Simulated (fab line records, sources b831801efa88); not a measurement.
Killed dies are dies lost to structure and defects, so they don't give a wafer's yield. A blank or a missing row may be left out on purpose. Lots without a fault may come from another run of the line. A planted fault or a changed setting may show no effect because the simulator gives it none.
fab line records | flow sky130
record lots=6 wafers=18 last_day=49
route steps=708 shown NWELL@82 PWDE@84 VT_ADJUST_HVTP@85 PAD_OPEN@708
lots that met no fault: from a run of the same line without faults
start_h: hours from the record's first day to the start of the lot's first wafer shown | wait_h: hours since the lot's step before | " the same as in the row above | L1.1+2: a row that stands for several wafers | - no value, or no start given | * or withheld: withheld | < > ~ a bound
route shown NAME@n: a module of which the file shows steps, and the number in the route of the first | usual: mean/standard deviation of fault-free wafers | same: alike in all rows | chamber/n: place in a boat | sites: the reading at each site | _std_site: their standard deviation | _edge_site: outer sites' mean less inner sites' | radius_mm: how far each site lies from the wafer's centre | mask NAME#n: copy n | behind: the tool/chamber that last shaped the wafer | hold: why the lot was held/for how many hours/how that ended | device: the transistor (n, p or np) that didn't switch | end of line: the same wafers' tests at the end of the route | a step without rows: its recipe alone | killed: dies lost to structure and defects at the first sort, not the wafer's yield | map: a wafer's dies, x killed, . not, _ none there
set.NAME: the setting as run; set.NAME@STEP: as run at that earlier step | model.NAME: the simulator's own value behind a step, which no gauge read
lots at some steps of the route; a table a step, a row a wafer
services: from which hour (start_h, from the record's first day; less than 0 if before it) a tool's chamber was out of use, for how many hours, and why
## steps
# step SKY_NWELL_RS_MEAS_29
# recipe thk_meas_gauge=four-point-probe
# usual NWELL_RS=625.5/1.4
# columns lot.wafer tool chamber start_h wait_h NWELL_RS[ohm/sq]
L812.1 film_metro-03 - 119.28 0.1 625.1
L812.2 " - " " 625.2
L812.5 " - " " 625.8
L817.1 film_metro-02 - 151.47 0.1 625.6
L817.2 " - " " 625.5
L817.5 " - " " 625.2
L819.1 film_metro-03 - 178.35 0.1 625.0
L819.2 " - " " 626.0
L819.6 " - " " 625.2
L826.2 film_metro-03 - 208.20 0.1 624.9
L826.3 " - " " 625.2
L826.5 " - " " 623.5
L828.1 film_metro-03 - 216.55 0.1 623.8
L828.2 " - " " 627.7
L828.5 " - " " 624.3
L831.1 film_metro-04 - 239.11 0.1 623.5
L831.3 " - " " 622.8
L831.5 " - " " 623.6
# step SKY_NWELL_RS_MEAS_31
# recipe thk_meas_gauge=four-point-probe
# usual PWDE_RS=5283/17
# columns lot.wafer tool chamber start_h wait_h PWDE_RS[ohm/sq]
L812.1 film_metro-03 - 119.52 0.1 5307
L812.2 " - " " 5268
L812.5 " - " " 5302
L817.1 film_metro-02 - 151.71 0.1 5320
L817.2 " - " " 5303
L817.5 " - " " 5287
L819.1 film_metro-03 - 178.59 0.1 5290
L819.2 " - " " 5297
L819.6 " - " " 5296
L826.2 film_metro-03 - 208.44 0.1 5304
L826.3 " - " " 5305
L826.5 " - " " 5303
L828.1 film_metro-03 - 216.79 0.1 5276
L828.2 " - " " 5291
L828.5 " - " " 5281
L831.1 film_metro-04 - 239.35 0.1 5288
L831.3 " - " " 5279
L831.5 " - " " 5287
# step SKY_VT_ADJUST_HVTP_DEHYDRATE_00
# recipe temp_c=200 time_s=60
# step SKY_VT_ADJUST_HVTP_HMDS_01
# recipe prime_time_s=60 prime_temp_c=120
# step SKY_VT_ADJUST_HVTP_COAT_02
# recipe resist=NOVOLAK spin_rpm=3000 resist_thk_nm=1140
# step SKY_VT_ADJUST_HVTP_SOFTBAKE_03
# recipe temp_c=90 time_s=60 resist=NOVOLAK
# step SKY_VT_ADJUST_HVTP_EXPOSE_04
# recipe mask_id=HVTPM na=0.6 source_shape=conventional sigma_outer=0.6 polarization=unpolarized target_cd_nm=380 dose_mj=140
# step SKY_VT_ADJUST_HVTP_PEB_05
# recipe temp_c=withheld time_s=* resist=NOVOLAK
# step SKY_VT_ADJUST_HVTP_DEVELOP_06
# recipe resist=NOVOLAK developer=TMAH develop_time_s=60 dev_temp_c=23
# step SKY_VT_ADJUST_HVTP_CD_MEAS_07
# recipe target_cd_nm=380
# usual cd_nm=380.3/2.6
# columns lot.wafer tool chamber start_h wait_h cd_nm
L812.1 cd_sem-01 - 137.18 0.1 380.8
L812.2 " - " " 380.1
L812.5 " - " " 378.8
L817.1 cd_sem-02 - 171.96 0.1 378.7
L817.2 " - " " 377.3
L817.5 " - " " 376.6
L819.1 cd_sem-02 - 199.07 0.1 379.8
L819.2 " - " " 380.0
L819.6 " - " " 377.9
L826.2 cd_sem-02 - 230.30 0.1 381.6
L826.3 " - " " 383.6
L826.5 " - " " 381.2
L828.1 cd_sem-02 - 238.88 0.1 380.1
L828.2 " - " " 378.7
L828.5 " - " " 379.3
L831.1 cd_sem-01 - 261.97 0.1 385.6
L831.3 " - " " 383.7
L831.5 " - " " 384.0
# step SKY_VT_ADJUST_HVTP_OVL_MEAS_08
# usual VT_ADJUST_HVTP_OVL=0.3/1.3
# columns lot.wafer tool chamber start_h wait_h VT_ADJUST_HVTP_OVL[nm]
L812.1 overlay-01 - 137.30 0.1 1.1
L812.2 " - " " 3.2
L812.5 " - " " 1.9
L817.1 overlay-02 - 172.08 0.1 0.7
L817.2 " - " " -0.6
L817.5 " - " " 0.9
L819.1 overlay-02 - 199.19 0.1 -1.2
L819.2 " - " " -2.3
L819.6 " - " " -0.4
L826.2 overlay-02 - 230.41 0.1 -0.5
L826.3 " - " " -1.3
L826.5 " - " " -0.7
L828.1 overlay-02 - 239.00 0.1 1.7
L828.2 " - " " 1.2
L828.5 " - " " 1.7
L831.1 overlay-01 - 262.09 0.1 1.9
L831.3 " - " " 1.1
L831.5 " - " " 0.8
# step SKY_VT_ADJUST_HVTP_IMPLANT_09
# recipe species=As energy_kev=150 dose_cm2=4.3e+12 tilt_deg=withheld
# usual dose_ions_cm2=4.299e+12/4.4e+09 faraday_current_uA=24.3/0.52
# columns lot.wafer tool chamber start_h wait_h dose_ions_cm2 faraday_current_uA
L812.1 implanter-04 0 137.33 0.0 4.299e+12 23.8
L812.2 " 0 " " 4.3e+12 24.5
L812.5 " 0 " " 4.299e+12 25.0
L817.1 implanter-04 0 172.12 0.0 4.776e+12 26.0
L817.2 " 0 " " 4.778e+12 25.7
L817.5 " 0 " " 4.775e+12 26.4
L819.1 implanter-04 0 199.23 0.0 4.788e+12 26.5
L819.2 " 0 " " 4.776e+12 27.1
L819.6 " 0 " " 4.777e+12 26.8
L826.2 implanter-01 0 230.46 0.0 4.302e+12 24.9
L826.3 " 0 " " 4.303e+12 25.2
L826.5 " 0 " " 4.305e+12 25.3
L828.1 implanter-03 0 239.04 0.0 4.299e+12 23.6
L828.2 " 0 " " 4.297e+12 24.1
L828.5 " 0 " " 4.306e+12 23.6
L831.1 implanter-04 0 262.13 0.0 4.297e+12 25.3
L831.3 " 0 " " 4.301e+12 24.2
L831.5 " 0 " " 4.299e+12 24.5
# step SKY_VT_ADJUST_HVTP_STRIP_10
# recipe chemistry=O2/N2 power_w=1400 pressure_mtorr=1500 platen_temp_c=withheld o2_flow_sccm=3000 n2_flow_sccm=300 overash_fraction=0.5
# usual drypump_motor_current_A=5.8/0.45 oes_product_au=0.716/0.0043 strip_time_to_endpoint_s=14.17/0.033
# columns lot.wafer tool chamber start_h wait_h drypump_motor_current_A oes_product_au rf_hours_counter_h strip_time_to_endpoint_s
L812.1 plasma_asher-01 0 137.48 0.1 6.0 0.720 32 14.17
L812.2 " 1 " " 5.7 0.714 32 14.17
L812.5 " 0 " " 6.0 0.724 - 14.18
L817.1 plasma_asher-01 0 172.27 0.1 6.0 0.715 36 14.17
L817.2 " 1 " " 5.7 0.716 36 14.16
L817.5 " 1 " " 5.7 0.709 - 14.21
L819.1 plasma_asher-02 1 199.38 0.1 6.0 0.710 52 14.20
L819.2 " 0 " " 5.1 0.712 52 14.18
L819.6 " 0 " " 5.1 0.715 - 14.20
L826.2 plasma_asher-01 1 230.59 0.1 5.7 0.713 41 14.16
L826.3 " 1 " " 5.7 0.712 - 14.14
L826.5 " 1 " " 5.7 0.717 - 14.13
L828.1 plasma_asher-01 1 239.19 0.1 5.7 0.715 42 14.19
L828.2 " 0 " " 5.9 0.719 42 14.18
L828.5 " 1 " " 5.7 0.720 - 14.21
L831.1 plasma_asher-01 0 262.28 0.1 5.9 0.716 45 14.19
L831.3 " 0 " " 6.0 0.720 - 14.24
L831.5 " 1 " " 5.7 0.708 - 14.16
# step SKY_VT_ADJUST_HVTP_TW_MEAS_11
# usual VT_ADJUST_HVTP_TW=1344/6.4
# columns lot.wafer tool chamber start_h wait_h hold VT_ADJUST_HVTP_TW
L812.1 film_metro-03 - 137.58 0.1 - 1349
L812.2 " - " " - 1350
L812.5 " - " " - 1348
L817.1 film_metro-01 - 172.37 0.1 await_dispo/0.2h/release 1388
L817.2 " - " " await_dispo/0.2h/release 1382
L817.5 " - " " await_dispo/0.2h/release 1392
L817.1 film_metro-01 - 172.61 0.2 - 1392
L817.2 " - " " - 1389
L817.5 " - " " - 1395
L819.1 film_metro-01 - 199.48 0.1 await_dispo/0.2h/release 1394
L819.2 " - " " await_dispo/0.2h/release 1393
L819.6 " - " " await_dispo/0.2h/release 1395
L819.1 film_metro-01 - 199.71 0.2 - 1394
L819.2 " - " " - 1393
L819.6 " - " " - 1399
L826.2 film_metro-03 - 230.70 0.1 - 1347
L826.3 " - " " - 1340
L826.5 " - " " - 1346
L828.1 film_metro-02 - 239.29 0.1 - 1341
L828.2 " - " " - 1330
L828.5 " - " " - 1337
L831.1 film_metro-02 - 262.38 0.1 - 1344
L831.3 " - " " - 1343
L831.5 " - " " - 1351
# step SKY_PAD_OPEN_PROBE_99
# usual killed_at_M0_to_M3=44/7.2 killed_at_M4_up=3.1/1.8 killed_at_contacts=24/4.5 killed_at_front_end=16/4.4 killed_at_other=0.2/0.42 killed_dies=87/8.9 killed_open=48/6.4 killed_short=39/6.2
# same gross_dies=492 killed_at_back_side=0
# columns lot.wafer tool chamber start_h wait_h killed_at_M0_to_M3 killed_at_M4_up killed_at_contacts killed_at_front_end killed_at_other killed_dies killed_open killed_short model.etest.tip_p.rs_ohm_sq model.etest.pfet_01v8.drive_ua_um model.etest.pfet_01v8_mvt.drive_ua_um model.etest.pfet_01v8_hvt.drive_ua_um model.etest.pfet_01v8_mvt.off_log10_a_um model.etest.pfet_01v8.off_log10_a_um model.etest.sram_pfet_latch.off_log10_a_um model.etest.pfet_01v8_hvt.off_log10_a_um
L812.1 prober-02 - 1076.07 0.1 45 5 32 14 1 97 47 50 6849 192.9 152.4 142.8 -10.69 -9.703 -12.44 -13.11
L812.2 prober-02 - 1076.12 0.1 35 2 23 18 0 78 46 32 6875 193.3 152.4 143.8 -10.52 -9.723 -12.73 -13.15
L812.5 prober-02 - 1076.27 0.2 57 0 26 18 0 101 61 40 6890 187.7 148.8 138.5 -10.84 -10.03 -12.85 -13.32
L817.1 prober-01 - 1115.03 0.1 49 4 22 15 0 90 48 42 7124 185.6 143.7 140.2 -11.6 -10.5 -12.79 -13.27
L817.2 prober-01 - 1115.08 0.1 41 0 29 15 0 85 53 32 7114 175.7 137 132.3 -11.89 -10.95 -13.06 -13.3
L817.5 prober-01 - 1115.23 0.2 31 1 20 16 0 68 44 24 7045 182.5 142.6 138 -11.81 -10.71 -13.1 -13.35
L819.1 prober-01 - 1138.27 0.1 33 3 27 14 0 77 44 33 7170 184.7 142.4 138.1 -11.75 -10.64 -12.93 -13.32
L819.2 prober-01 - 1138.32 0.1 43 5 24 14 0 86 41 45 7159 179 139.6 134 -11.75 -10.9 -13.06 -13.48
L819.6 prober-01 - 1138.52 0.2 39 3 28 12 1 83 49 34 7176 177.3 137.8 132.5 -11.99 -10.86 -13.21 -13.53
L826.2 prober-02 - 1163.58 0.1 47 3 24 20 0 94 54 40 6896 185.2 149.8 139.9 -10.71 -10.06 -12.91 -13.22
L826.3 prober-02 - 1163.63 0.2 53 4 29 12 0 98 46 52 6936 185.2 148.6 139 -10.8 -10.11 -13.07 -13.22
L826.5 prober-02 - 1163.73 0.2 44 2 17 17 0 80 47 33 6891 180 145.9 135 -10.7 -10.39 -13.23 -13.41
L828.1 prober-02 - 1174.22 0.1 50 4 19 9 0 82 46 36 6989 188.2 149.9 140.9 -10.92 -9.991 -13.07 -13.08
L828.2 prober-02 - 1174.27 0.1 36 2 19 17 0 74 41 33 6913 188.4 149.4 139.6 -11.07 -10.14 -12.57 -13.06
L828.5 prober-02 - 1174.42 0.2 66 2 24 11 0 103 54 49 6920 185.8 146.9 139.5 -11.18 -10.25 -13.19 -13.2
L831.1 prober-01 - 1187.67 0.1 40 1 16 19 1 77 40 37 6874 198.8 154.6 150.8 -10.82 -9.486 -12.61 -12.85
L831.3 prober-01 - 1187.77 0.2 43 4 22 16 0 85 44 41 6882 196.2 152.6 146.6 -11.06 -9.637 -12.79 -12.97
L831.5 prober-01 - 1187.87 0.2 37 0 29 21 1 88 49 39 6912 193.9 152.2 145.1 -10.89 -10.03 -12.86 -13.11
# killed by level:class
L812.1 CONTACT:geometric_particle:open=12 VIA3:geometric_particle:open=9 VIA1:geometric_particle:open=9 METAL2:geometric_particle:short=7 VIA1:geometric_particle:short=7 LI_CONTACT:geometric_particle:open=6 CONTACT:geometric_particle:short=6 POLY_GATE:geometric_particle:short=5
L812.2 VIA1:geometric_particle:open=9 LI_CONTACT:geometric_particle:open=8 VIA2:geometric_particle:open=7 CONTACT:geometric_particle:open=6 METAL1:geometric_particle:short=5 LOCAL_INTERCONNECT:geometric_particle:short=5 FIELD_ISO:geometric_particle:open=4 FIELD_ISO:geometric_particle:short=3
L812.5 VIA1:geometric_particle:open=18 VIA3:geometric_particle:open=8 CONTACT:geometric_particle:open=8 LI_CONTACT:geometric_particle:open=7 VIA1:geometric_particle:short=6 POLY_GATE:geometric_particle:open=6 VIA2:geometric_particle:short=6 FIELD_ISO:geometric_particle:open=5
L817.1 VIA2:geometric_particle:open=10 VIA1:geometric_particle:short=9 CONTACT:geometric_particle:open=7 LI_CONTACT:geometric_particle:open=6 CONTACT:geometric_particle:short=6 VIA3:geometric_particle:open=6 VIA1:geometric_particle:open=5 METAL2:geometric_particle:short=5
L817.2 CONTACT:geometric_particle:open=10 VIA3:geometric_particle:open=10 LI_CONTACT:geometric_particle:open=9 VIA2:geometric_particle:open=7 FIELD_ISO:geometric_particle:open=6 CONTACT:geometric_particle:short=5 VIA1:geometric_particle:open=5 VIA2:geometric_particle:short=5
L817.5 CONTACT:geometric_particle:open=7 VIA3:geometric_particle:open=7 VIA1:geometric_particle:open=6 FIELD_ISO:geometric_particle:open=5 POLY_GATE:geometric_particle:open=5 FIELD_ISO:geometric_particle:short=4 LOCAL_INTERCONNECT:geometric_particle:short=4 METAL1:geometric_particle:short=4
L819.1 LI_CONTACT:geometric_particle:open=14 VIA1:geometric_particle:open=11 METAL2:geometric_particle:short=8 CONTACT:geometric_particle:open=6 POLY_GATE:geometric_particle:short=4 LI_CONTACT:geometric_particle:short=4 VIA3:geometric_particle:open=4 METAL1:geometric_particle:short=3
L819.2 VIA1:geometric_particle:open=10 LI_CONTACT:geometric_particle:open=7 VIA1:geometric_particle:short=7 CONTACT:geometric_particle:short=6 CONTACT:geometric_particle:open=6 VIA3:geometric_particle:open=6 FIELD_ISO:geometric_particle:short=5 METAL1:geometric_particle:short=5
L819.6 CONTACT:geometric_particle:open=15 LI_CONTACT:geometric_particle:open=7 VIA1:geometric_particle:short=7 FIELD_ISO:geometric_particle:open=6 VIA1:geometric_particle:open=6 VIA3:geometric_particle:open=6 VIA2:geometric_particle:open=4 METAL1:geometric_particle:open=3
L826.2 VIA1:geometric_particle:open=18 FIELD_ISO:geometric_particle:short=7 FIELD_ISO:geometric_particle:open=7 VIA1:geometric_particle:short=7 LI_CONTACT:geometric_particle:open=7 CONTACT:geometric_particle:open=7 VIA3:geometric_particle:open=6 CONTACT:geometric_particle:short=5
L826.3 VIA1:geometric_particle:open=14 CONTACT:geometric_particle:open=12 VIA1:geometric_particle:short=9 LI_CONTACT:geometric_particle:open=7 METAL1:geometric_particle:short=7 POLY_GATE:geometric_particle:short=5 METAL2:geometric_particle:short=5 LI_CONTACT:geometric_particle:short=4
L826.5 VIA1:geometric_particle:open=11 VIA1:geometric_particle:short=10 FIELD_ISO:geometric_particle:open=7 CONTACT:geometric_particle:open=6 VIA3:geometric_particle:open=6 LI_CONTACT:geometric_particle:open=4 METAL1:geometric_particle:short=4 METAL2:geometric_particle:short=4
L828.1 VIA1:geometric_particle:open=15 METAL1:geometric_particle:short=7 VIA2:geometric_particle:open=7 VIA1:geometric_particle:short=6 CONTACT:geometric_particle:short=5 CONTACT:geometric_particle:open=5 VIA3:geometric_particle:open=5 LI_CONTACT:geometric_particle:open=4
L828.2 CONTACT:geometric_particle:open=8 METAL1:geometric_particle:short=7 POLY_GATE:geometric_particle:open=7 VIA1:geometric_particle:open=7 VIA2:geometric_particle:open=6 VIA3:geometric_particle:open=6 VIA1:geometric_particle:short=4 VIA2:geometric_particle:short=4
L828.5 VIA1:geometric_particle:open=15 METAL1:geometric_particle:short=10 VIA2:geometric_particle:open=10 CONTACT:geometric_particle:open=9 VIA3:geometric_particle:open=7 LOCAL_INTERCONNECT:geometric_particle:short=6 METAL2:geometric_particle:short=6 METAL3:geometric_particle:short=6
L831.1 VIA1:geometric_particle:open=9 LI_CONTACT:geometric_particle:open=8 METAL1:geometric_particle:short=7 METAL2:geometric_particle:short=5 VIA1:geometric_particle:short=5 POLY_GATE:geometric_particle:open=4 POLY_GATE:geometric_particle:short=4 CONTACT:geometric_particle:open=4
L831.3 VIA1:geometric_particle:open=10 CONTACT:geometric_particle:open=8 VIA1:geometric_particle:short=8 LI_CONTACT:geometric_particle:open=5 FIELD_ISO:geometric_particle:open=4 SPACER:geometric_particle:short=4 CONTACT:geometric_particle:short=4 METAL1:geometric_particle:short=4
L831.5 CONTACT:geometric_particle:open=9 VIA1:geometric_particle:open=9 LI_CONTACT:geometric_particle:open=7 VIA2:geometric_particle:open=7 CONTACT:geometric_particle:short=7 FIELD_ISO:geometric_particle:short=6 METAL2:geometric_particle:short=5 FIELD_ISO:geometric_particle:open=4
## services
# columns tool chamber start_h hours kind
implanter-03 - 125.51 5.1 repair
implanter-03 - 134.51 3.3 repair
plasma_asher-02 - 165.84 2.0 repair
implanter-01 - 166.24 2.0 repair
plasma_asher-02 - 170.75 2.8 pm
implanter-04 - 172.91 1.5 repair
plasma_asher-01 - 178.96 1.7 repair
implanter-04 - 187.95 8.0 pm
implanter-03 - 226.03 3.3 pm
implanter-03 - 251.61 1.3 repair
## key
first_sign step=SKY_VT_ADJUST_HVTP_IMPLANT_09 reading=dose_ions_cm2 direction=up sigmas=99+ usual=* struck=*
effect step=SKY_VT_ADJUST_HVTP_IMPLANT_09 reading=faraday_current_uA direction=up sigmas=4.2 usual=24.3 struck=26.4
effect step=SKY_VT_ADJUST_HVTP_TW_MEAS_11 reading=visit direction=added
effect step=SKY_VT_ADJUST_HVTP_TW_MEAS_11 reading=VT_ADJUST_HVTP_TW direction=up sigmas=7.3 usual=1344 struck=1391
model_effect step=SKY_PAD_OPEN_PROBE_99 value=etest.tip_p.rs_ohm_sq without=6849 struck=7131
met_at SKY_VT_ADJUST_HVTP_IMPLANT_09
struck_wafers L817.1,L817.2,L817.5,L819.1,L819.2,L819.6
tester_left_out L817,L819
onset_between 137.33 172.12
fault kind=process_parameter_drift tool=implanter-04 chamber=- onset_h=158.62 steps=SKY_VT_ADJUST_HVTP_IMPLANT_09 channel=dose_cm2 offset=* shape=step end_h=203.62 acts_in=* stated=*
# tester_left_out: of these lots the tester's yield and bins aren't shown, on N5 and GAA mostly nor the transistor test; their killed dies are dies lost to structure and defects alone, not to doping, threshold or leakage, so they don't give the yield
